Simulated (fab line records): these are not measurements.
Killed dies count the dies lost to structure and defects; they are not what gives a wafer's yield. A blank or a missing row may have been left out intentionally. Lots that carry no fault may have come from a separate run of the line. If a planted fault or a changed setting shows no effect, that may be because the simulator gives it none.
The tool behind it: which one? || flow sky130 || Sampling: 24 lots, 72 wafers, 4 of 708 route steps

== WHAT EACH GAUGE READ, for each wafer ==
SKY_FIELD_ISO_THK_MEAS_25.
{"lot": "L074", "measured": "day 2 08:37", "on": "film metro-02", "FIELD_ISO_CVD_24_THK (nm)": "597 600 597"}
{"lot": "L075", "measured": "day 2 14:20", "on": "film metro-04", "FIELD_ISO_CVD_24_THK (nm)": "593 597 595"}
{"lot": "L076", "measured": "day 2 20:10", "on": "film metro-02", "FIELD_ISO_CVD_24_THK (nm)": "595 600 589"}
{"lot": "L077", "measured": "day 2 23:09", "on": "film metro-04", "FIELD_ISO_CVD_24_THK (nm)": "601 602 601"}
{"lot": "L078", "measured": "day 3 02:58", "on": "film metro-04", "FIELD_ISO_CVD_24_THK (nm)": "599 594 602"}
{"lot": "L079", "measured": "day 3 14:14", "on": "film metro-02", "FIELD_ISO_CVD_24_THK (nm)": "611 612 608"}
{"lot": "L080", "measured": "day 3 16:40", "on": "film metro-02", "FIELD_ISO_CVD_24_THK (nm)": "606 600 602"}
{"lot": "L081", "measured": "day 3 19:56", "on": "film metro-04", "FIELD_ISO_CVD_24_THK (nm)": "591 591 601"}
{"lot": "L082", "measured": "day 3 23:50", "on": "film metro-04", "FIELD_ISO_CVD_24_THK (nm)": "597 589 598"}
{"lot": "L083", "measured": "day 4 06:38", "on": "film metro-01", "FIELD_ISO_CVD_24_THK (nm)": "600 603 602"}
{"lot": "L084", "measured": "day 4 12:21", "on": "film metro-04", "FIELD_ISO_CVD_24_THK (nm)": "599 593 597"}
{"lot": "L085", "measured": "day 4 16:04", "on": "film metro-02", "FIELD_ISO_CVD_24_THK (nm)": "603 602 604"}
{"lot": "L086", "measured": "day 4 21:58", "on": "film metro-04", "FIELD_ISO_CVD_24_THK (nm)": "601 597 593"}
{"lot": "L087", "measured": "day 5 02:14", "on": "film metro-04", "FIELD_ISO_CVD_24_THK (nm)": "586 590 586"}
{"lot": "L088", "measured": "day 5 07:41", "on": "film metro-04", "FIELD_ISO_CVD_24_THK (nm)": "598 596 593"}
{"lot": "L089", "measured": "day 5 13:35", "on": "film metro-01", "FIELD_ISO_CVD_24_THK (nm)": "598 587 590"}
{"lot": "L090", "measured": "day 5 18:22", "on": "film metro-02", "FIELD_ISO_CVD_24_THK (nm)": "595 591 583"}
{"lot": "L091", "measured": "day 5 23:43", "on": "film metro-04", "FIELD_ISO_CVD_24_THK (nm)": "584 585 582"}
{"lot": "L092", "measured": "day 6 04:34", "on": "film metro-02", "FIELD_ISO_CVD_24_THK (nm)": "586 586 582"}
{"lot": "L093", "measured": "day 6 09:05", "on": "film metro-01", "FIELD_ISO_CVD_24_THK (nm)": "598 595 588"}
{"lot": "L094", "measured": "day 6 14:20", "on": "film metro-04", "FIELD_ISO_CVD_24_THK (nm)": "600 596 597"}
{"lot": "L095", "measured": "day 6 20:14", "on": "film metro-02", "FIELD_ISO_CVD_24_THK (nm)": "600 601 611"}
{"lot": "L096", "measured": "day 7 01:15", "on": "film metro-04", "FIELD_ISO_CVD_24_THK (nm)": "601 596 594"}
{"lot": "L097", "measured": "day 7 06:44", "on": "film metro-01", "FIELD_ISO_CVD_24_THK (nm)": "591 595 589"}

SKY_SONOS_ONO_THK_MEAS_01.
{"lot": "L074", "measured": "day 11 10:09", "on": "film metro-04", "SONOS_ONO_OXIDATION_THK (nm)": "2.68 2.63 2.69"}
{"lot": "L075", "measured": "day 11 21:18", "on": "film metro-02", "SONOS_ONO_OXIDATION_THK (nm)": "2.66 2.66 2.64"}
{"lot": "L076", "measured": "day 12 04:00", "on": "film metro-04", "SONOS_ONO_OXIDATION_THK (nm)": "2.65 2.65 2.62"}
{"lot": "L077", "measured": "day 12 10:38", "on": "film metro-02", "SONOS_ONO_OXIDATION_THK (nm)": "2.68 2.63 2.57"}
{"lot": "L078", "measured": "day 12 20:31", "on": "film metro-02", "SONOS_ONO_OXIDATION_THK (nm)": "2.65 2.70 2.68"}
{"lot": "L079", "measured": "day 13 11:13", "on": "film metro-01", "SONOS_ONO_OXIDATION_THK (nm)": "2.58 2.59 2.53"}
{"lot": "L080", "measured": "day 13 15:20", "on": "film metro-04", "SONOS_ONO_OXIDATION_THK (nm)": "2.50 2.52 2.54"}
{"lot": "L081", "measured": "day 13 18:19", "on": "film metro-02", "SONOS_ONO_OXIDATION_THK (nm)": "2.51 2.54 2.55"}
{"lot": "L082", "measured": "day 14 02:39", "on": "film metro-02", "SONOS_ONO_OXIDATION_THK (nm)": "2.60 2.58 2.57"}
{"lot": "L083", "measured": "day 14 11:25", "on": "film metro-04", "SONOS_ONO_OXIDATION_THK (nm)": "2.46 2.54 2.43"}
{"lot": "L084", "measured": "day 14 23:37", "on": "film metro-02", "SONOS_ONO_OXIDATION_THK (nm)": "2.59 2.66 2.60"}
{"lot": "L085", "measured": "day 15 03:47", "on": "film metro-01", "SONOS_ONO_OXIDATION_THK (nm)": "2.64 2.61 2.64"}
{"lot": "L086", "measured": "day 15 10:22", "on": "film metro-04", "SONOS_ONO_OXIDATION_THK (nm)": "2.56 2.61 2.57"}
{"lot": "L087", "measured": "day 15 18:34", "on": "film metro-04", "SONOS_ONO_OXIDATION_THK (nm)": "2.59 2.64 2.63"}
{"lot": "L088", "measured": "day 16 02:48", "on": "film metro-01", "SONOS_ONO_OXIDATION_THK (nm)": "2.59 2.62 2.64"}
{"lot": "L089", "measured": "day 16 10:14", "on": "film metro-02", "SONOS_ONO_OXIDATION_THK (nm)": "2.61 2.68 2.62"}
{"lot": "L090", "measured": "day 16 15:40", "on": "film metro-02", "SONOS_ONO_OXIDATION_THK (nm)": "2.59 2.62 2.67"}
{"lot": "L091", "measured": "day 16 23:19", "on": "film metro-01", "SONOS_ONO_OXIDATION_THK (nm)": "2.61 2.56 2.48"}
{"lot": "L092", "measured": "day 17 10:27", "on": "film metro-02", "SONOS_ONO_OXIDATION_THK (nm)": "2.54 2.52 2.43"}
{"lot": "L093", "measured": "day 17 16:31", "on": "film metro-01", "SONOS_ONO_OXIDATION_THK (nm)": "2.76 2.72 2.70"}
{"lot": "L094", "measured": "day 17 23:32", "on": "film metro-02", "SONOS_ONO_OXIDATION_THK (nm)": "2.57 2.58 2.59"}
{"lot": "L095", "measured": "day 18 10:58", "on": "film metro-02", "SONOS_ONO_OXIDATION_THK (nm)": "2.60 2.62 2.61"}
{"lot": "L096", "measured": "day 18 15:08", "on": "film metro-01", "SONOS_ONO_OXIDATION_THK (nm)": "2.51 2.55 2.59"}
{"lot": "L097", "measured": "day 19 03:09", "on": "film metro-02", "SONOS_ONO_OXIDATION_THK (nm)": "2.55 2.47 2.56"}

SKY_SD_P_TW_MEAS_11.
{"lot": "L074", "measured": "day 25 07:45", "on": "film metro-01", "SD_P_TW": "2831 2831 2829"}
{"lot": "L075", "measured": "day 26 00:53", "on": "film metro-04", "SD_P_TW": "2796 2775 2794"}
{"lot": "L076", "measured": "day 26 09:23", "on": "film metro-01", "SD_P_TW": "2812 2801 2802"}
{"lot": "L077", "measured": "day 26 19:31", "on": "film metro-04", "SD_P_TW": "2795 2782 2781"}
{"lot": "L078", "measured": "day 27 11:44", "on": "film metro-01", "SD_P_TW": "2836 2830 2826"}
{"lot": "L079", "measured": "day 27 20:13", "on": "film metro-03", "SD_P_TW": "2821 2817 2800"}
{"lot": "L080", "measured": "day 28 05:13", "on": "film metro-03", "SD_P_TW": "2808 2828 2823"}
{"lot": "L081", "measured": "day 28 06:46", "on": "film metro-04", "SD_P_TW": "2780 2787 2770"}
{"lot": "L082", "measured": "day 28 16:31", "on": "film metro-03", "SD_P_TW": "2825 2836 2828"}
{"lot": "L083", "measured": "day 28 23:38", "on": "film metro-01", "SD_P_TW": "2832 2820 2820"}
{"lot": "L084", "measured": "day 29 13:25", "on": "film metro-04", "SD_P_TW": "2799 2816 2806"}
{"lot": "L085", "measured": "day 29 18:34", "on": "film metro-03", "SD_P_TW": "2829 2831 2824"}
{"lot": "L086", "measured": "day 30 00:29", "on": "film metro-03", "SD_P_TW": "2840 2823 2847"}
{"lot": "L087", "measured": "day 30 06:46", "on": "film metro-01", "SD_P_TW": "2828 2837 2818"}
{"lot": "L088", "measured": "day 30 13:25", "on": "film metro-04", "SD_P_TW": "2781 2809 2798"}
{"lot": "L089", "measured": "day 30 22:34", "on": "film metro-01", "SD_P_TW": "2819 2816 2801"}
{"lot": "L090", "measured": "day 31 01:25", "on": "film metro-04", "SD_P_TW": "2804 2817 2803"}
{"lot": "L091", "measured": "day 31 08:46", "on": "film metro-03", "SD_P_TW": "2826 2830 2829"}
{"lot": "L092", "measured": "day 31 22:19", "on": "film metro-03", "SD_P_TW": "2834 2822 2828"}
{"lot": "L093", "measured": "day 32 03:28", "on": "film metro-01", "SD_P_TW": "2796 2812 2822"}
{"lot": "L094", "measured": "day 32 09:32", "on": "film metro-01", "SD_P_TW": "2827 2805 2812"}
{"lot": "L095", "measured": "day 32 18:42", "on": "film metro-04", "SD_P_TW": "2764 2774 2793"}
{"lot": "L096", "measured": "day 32 22:50", "on": "film metro-01", "SD_P_TW": "2809 2785 2794"}
{"lot": "L097", "measured": "day 33 06:02", "on": "film metro-04", "SD_P_TW": "2793 2791 2789"}

SKY_METAL3_CD_MEAS_13 targets a cd of 300 nm.
{"lot": "L074", "measured": "day 38 11:58", "on": "cd sem-01", "cd nm (nm)": "299.5 302.2 299.9"}
{"lot": "L075", "measured": "day 39 02:26", "on": "cd sem-02", "cd nm (nm)": "301.7 299.6 302.4"}
{"lot": "L076", "measured": "day 39 07:37", "on": "cd sem-01", "cd nm (nm)": "301.5 300.6 300.7"}
{"lot": "L077", "measured": "day 39 18:39", "on": "cd sem-01", "cd nm (nm)": "297.7 297.8 297.7"}
{"lot": "L078", "measured": "day 40 08:22", "on": "cd sem-02", "cd nm (nm)": "302.1 300.2 300.2"}
{"lot": "L079", "measured": "day 40 17:15", "on": "cd sem-01", "cd nm (nm)": "303.0 303.1 301.6"}
{"lot": "L080", "measured": "day 40 23:11", "on": "cd sem-02", "cd nm (nm)": "299.4 299.4 299.3"}
{"lot": "L081", "measured": "day 40 21:49", "on": "cd sem-01", "cd nm (nm)": "300.9 302.1 302.0"}
{"lot": "L082", "measured": "day 41 08:44", "on": "cd sem-01", "cd nm (nm)": "299.9 299.4 300.5"}
{"lot": "L083", "measured": "day 41 11:58", "on": "cd sem-02", "cd nm (nm)": "301.3 303.7 303.2"}
{"lot": "L084", "measured": "day 42 03:23", "on": "cd sem-02", "cd nm (nm)": "300.7 300.7 301.6"}
{"lot": "L085", "measured": "day 42 05:18", "on": "cd sem-02", "cd nm (nm)": "300.7 299.8 300.4"}
{"lot": "L086", "measured": "day 42 12:58", "on": "cd sem-02", "cd nm (nm)": "302.5 303.6 303.9"}
{"lot": "L087", "measured": "day 42 17:36", "on": "cd sem-01", "cd nm (nm)": "299.9 299.0 299.3"}
{"lot": "L088", "measured": "day 42 23:25", "on": "cd sem-02", "cd nm (nm)": "301.5 301.4 302.0"}
{"lot": "L089", "measured": "day 43 05:26", "on": "cd sem-02", "cd nm (nm)": "300.1 300.2 301.2"}
{"lot": "L090", "measured": "day 43 07:29", "on": "cd sem-01", "cd nm (nm)": "300.7 301.5 300.3"}
{"lot": "L091", "measured": "day 43 15:18", "on": "cd sem-02", "cd nm (nm)": "298.4 299.4 298.3"}
{"lot": "L092", "measured": "day 44 02:18", "on": "cd sem-02", "cd nm (nm)": "298.1 298.3 297.6"}
{"lot": "L093", "measured": "day 44 06:35", "on": "cd sem-02", "cd nm (nm)": "299.6 301.1 302.1"}
{"lot": "L094", "measured": "day 44 12:42", "on": "cd sem-02", "cd nm (nm)": "300.8 300.3 301.3"}
{"lot": "L095", "measured": "day 44 20:44", "on": "cd sem-01", "cd nm (nm)": "301.6 301.2 299.7"}
{"lot": "L096", "measured": "day 44 22:51", "on": "cd sem-01", "cd nm (nm)": "302.7 301.6 302.0"}
{"lot": "L097", "measured": "day 45 03:49", "on": "cd sem-01", "cd nm (nm)": "301.6 301.6 302.5"}

== EACH LOT AND THE TOOL THAT RAN IT (in order: tool; ch and the chambers of the sampled wafers; start) ==
The record shows no process step preceding these readings.

== AS READ BY THE TOOLS THEMSELVES (means over the sampled wafers that have a number; for cases with no such wafer, the mark the record gives instead) ==
The record holds no such reading with a usual standard deviation.

== THE ANSWER, worked out from the rows above alone ==
Rule: the lots themselves supply what counts as usual. The widest of any qualifying gaps counts: lots, ordered by their means at a reading, are off when they make up no more than a third of the lots, leave a main group of 4 or more, and stand apart from it by 3 or more times the standard deviation of that group's means. A main group whose means are all the same, to the digits that the tables above print for the reading, isn't used. Also off: a lot with no number at a reading for which 4 or more lots have one. Where the step has rows for the other lots, those lots are counted as sound. Order of review: gauges by route order, followed by the tools' own readings, for which a lot's mean as printed above is used. At the first step where some lot is off, the reading lying furthest off is the one used; lots without a number count as furthest.
Nothing can be told from this: no lot is off at any reading shown.

== WHAT HAD BEEN PUT IN BY THE SIMULATOR ==
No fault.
